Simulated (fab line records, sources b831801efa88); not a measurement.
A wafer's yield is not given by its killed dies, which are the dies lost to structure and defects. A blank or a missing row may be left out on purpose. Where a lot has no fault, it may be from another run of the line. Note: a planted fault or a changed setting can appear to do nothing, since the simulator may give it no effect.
Which tool is to blame? ; flow gf180mcu ; 24 lots with 72 wafers sampled at 3 steps, on a route of 602 steps

WHAT THE GAUGES SHOWED, per wafer
GF_CONTACT_THK_MEAS_01. Usual: CONTACT_CVD_00_THK gives 301 nm (standard deviation 3).
lot;measured;on;CONTACT_CVD_00_THK (nm);flag
L074;day 15 01:24;film-metro-01;299 301 298;
L075;day 15 09:59;film-metro-03;297 296 300;
L076;day 15 17:56;film-metro-04;303 302 303;
L077;day 16 03:07;film-metro-01;302 300 299;
L078;day 16 16:56;film-metro-03;293 297 297;
L079;day 17 04:12;film-metro-01;302 301 305;
L080;day 17 15:11;film-metro-03;304 302 298;
L081;day 17 19:44;film-metro-03;300 298 298;
L082;day 18 00:29;film-metro-01;303 300 299;
L083;day 18 12:11;film-metro-03;296 302 298;
L084;day 18 20:41;film-metro-03;300 304 299;
L085;day 19 04:35;film-metro-01;298 296 297;
L086;day 19 11:13;film-metro-04;298 302 300;
L087;day 19 21:11;film-metro-01;302 298 300;
L088;day 20 04:59;film-metro-01;299 303 299;
L089;day 20 12:49;film-metro-01;301 302 302;
L090;day 20 20:35;film-metro-01;301 306 299;
L091;day 21 08:18;film-metro-04;304 302 304;
L092;day 21 17:22;film-metro-04;303 303 300;
L093;day 21 22:41;film-metro-01;296 302 305;
L094;day 22 04:56;film-metro-03;300 301 297;
L095;day 22 13:11;film-metro-04;297 299 295;
L096;day 22 19:34;film-metro-01;309 306 304;
L097;day 23 15:04;film-metro-04;305 306 304;

GF_V2_CD_MEAS_14: the cd target is 260 nm. Usual: cd-nm reads 260.0 nm (standard deviation 1.2).
lot;measured;on;cd-nm (nm);flag
L074;day 20 01:02;cd-sem-02;260.6 260.3 260.1;
L075;day 20 15:35;cd-sem-01;259.3 260.7 260.0;
L076;day 20 21:00;cd-sem-01;260.9 260.9 259.8;
L077;day 21 06:24;cd-sem-01;261.1 260.9 259.7;
L078;day 21 19:32;cd-sem-01;260.1 260.6 259.0;
L079;day 22 08:53;cd-sem-02;259.5 259.5 259.0;
L080;day 22 19:42;cd-sem-01;259.1 260.0 259.8;
L081;day 23 02:32;cd-sem-01;259.5 260.2 259.6;
L082;day 23 04:36;cd-sem-01;259.1 258.8 259.1;
L083;day 23 16:16;cd-sem-01;260.4 259.2 260.3;
L084;day 24 00:49;cd-sem-01;260.9 261.1 261.6;
L085;day 24 08:06;cd-sem-01;258.6 259.4 258.3;
L086;day 24 15:03;cd-sem-01;261.9 261.2 260.8;
L087;day 24 23:29;cd-sem-02;257.3 259.3 259.6;
L088;day 25 05:42;cd-sem-01;259.1 259.8 258.1;
L089;day 25 13:35;cd-sem-01;263.8 262.8 262.0;
L090;day 25 20:21;cd-sem-02;257.3 256.7 258.0;
L091;day 26 05:49;cd-sem-01;261.0 260.4 260.2;
L092;day 26 14:36;cd-sem-02;259.0 260.1 259.2;
L093;day 26 19:21;cd-sem-01;261.9 260.5 260.3;
L094;day 26 23:05;cd-sem-02;261.4 261.2 259.9;
L095;day 27 05:36;cd-sem-01;260.0 261.6 261.0;
L096;day 27 15:13;cd-sem-02;258.7 259.0 258.0;
L097;day 28 06:11;cd-sem-02;260.1 258.3 258.7;

WHAT TOOL EACH LOT RAN ON (gives the tool, then ch and the chambers of the sampled wafers, and finally the start)
lot;GF_V1_ETCH_17
L074;rie-diel-02 ch 0,3, day 20 01:02 or earlier
L075;rie-diel-02 ch 0,1, day 20 15:35 or earlier
L076;rie-diel-04 ch 0,3, day 20 21:00 or earlier
L077;rie-diel-02 ch 1,3, day 21 06:24 or earlier
L078;rie-diel-03 ch 2,3, day 21 19:32 or earlier
L079;rie-diel-02 ch 1,3, day 22 08:53 or earlier
L080;rie-diel-02 ch 1,2,3, day 22 19:42 or earlier
L081;rie-diel-04 ch 1,2,3, day 23 02:32 or earlier
L082;rie-diel-04 ch 0,2,3, day 23 04:36 or earlier
L083;rie-diel-02 ch 0,2, day 23 16:16 or earlier
L084;rie-diel-04 ch 0,1, day 24 00:49 or earlier
L085;rie-diel-02 ch 0,1, day 24 08:06 or earlier
L086;rie-diel-04 ch 0,2, day 24 15:03 or earlier
L087;rie-diel-03 ch 1,2,3, day 24 23:29 or earlier
L088;rie-diel-02 ch 0,1,3, day 25 05:42 or earlier
L089;rie-diel-04 ch 0,1,2, day 25 13:35 or earlier
L090;rie-diel-04 ch 1,2,3, day 25 20:21 or earlier
L091;rie-diel-02 ch 1,2,3, day 26 05:49 or earlier
L092;rie-diel-04 ch 0,1, day 26 14:36 or earlier
L093;rie-diel-03 ch 0,3, day 26 19:21 or earlier
L094;rie-diel-03 ch 0,1,3, day 26 23:05 or earlier
L095;rie-diel-02 ch 0,1,3, day 27 05:36 or earlier
L096;rie-diel-02 ch 0,2,3, day 27 15:13 or earlier
L097;rie-diel-04 ch 1,3, day 28 06:11 or earlier
- GF_V1_ETCH_17: etches SiO2 in C4F8/O2/Ar, stops on TiN, target depth 630 nm.

AS READ BY THE TOOLS THEMSELVES (means over the sampled wafers that have a number; for cases with no such wafer, the mark the record gives instead)
GF_V1_ETCH_17. Usual: chamber-pressure-mTorr 40.00 mTorr, standard deviation 0.03; oes-product-au 0.855 a.u., standard deviation 0.0043.
lot;tool;chamber-pressure-mTorr (mTorr);oes-product-au (a.u.);flag
L074;rie-diel-02;40.00;0.854;
L075;rie-diel-02;39.99;0.857;
L076;rie-diel-04;40.01;0.861;
L077;rie-diel-02;40.01;0.854;
L078;rie-diel-03;40.01;0.858;
L079;rie-diel-02;40.01;0.856;
L080;rie-diel-02;39.99;0.854;
L081;rie-diel-04;40.00;0.860;
L082;rie-diel-04;40.03;0.854;
L083;rie-diel-02;39.99;0.853;
L084;rie-diel-04;40.01;0.851;
L085;rie-diel-02;40.02;0.855;
L086;rie-diel-04;39.98;0.853;
L087;rie-diel-03;39.97;0.857;
L088;rie-diel-02;39.98;0.855;
L089;rie-diel-04;40.01;0.854;
L090;rie-diel-04;39.97;0.851;
L091;rie-diel-02;40.01;0.856;
L092;rie-diel-04;39.99;0.855;
L093;rie-diel-03;40.02;0.855;
L094;rie-diel-03;39.99;0.861;
L095;rie-diel-02;40.01;0.853;
L096;rie-diel-02;39.99;0.853;
L097;rie-diel-04;40.01;0.851;

THE ANSWER, worked out from the rows above alone
Rule: take the mean of a lot's wafers that have a number; if it is more than 3 standard deviations from the usual mean, the lot is off. A lot without any number at a reading at which 4 lots or more have one is off too. Where the step has rows for the other lots, those lots are counted as sound. The gauges are gone through in route order, then the tools' own readings, and for those a lot's mean is taken as printed above. The first step at which some lot is off is used, and at that step the reading that is off furthest; a lot without a number counts as furthest.
No lot is off on any of the readings shown, so nothing can be concluded from this.

WHAT THE SIMULATOR HAD INSERTED
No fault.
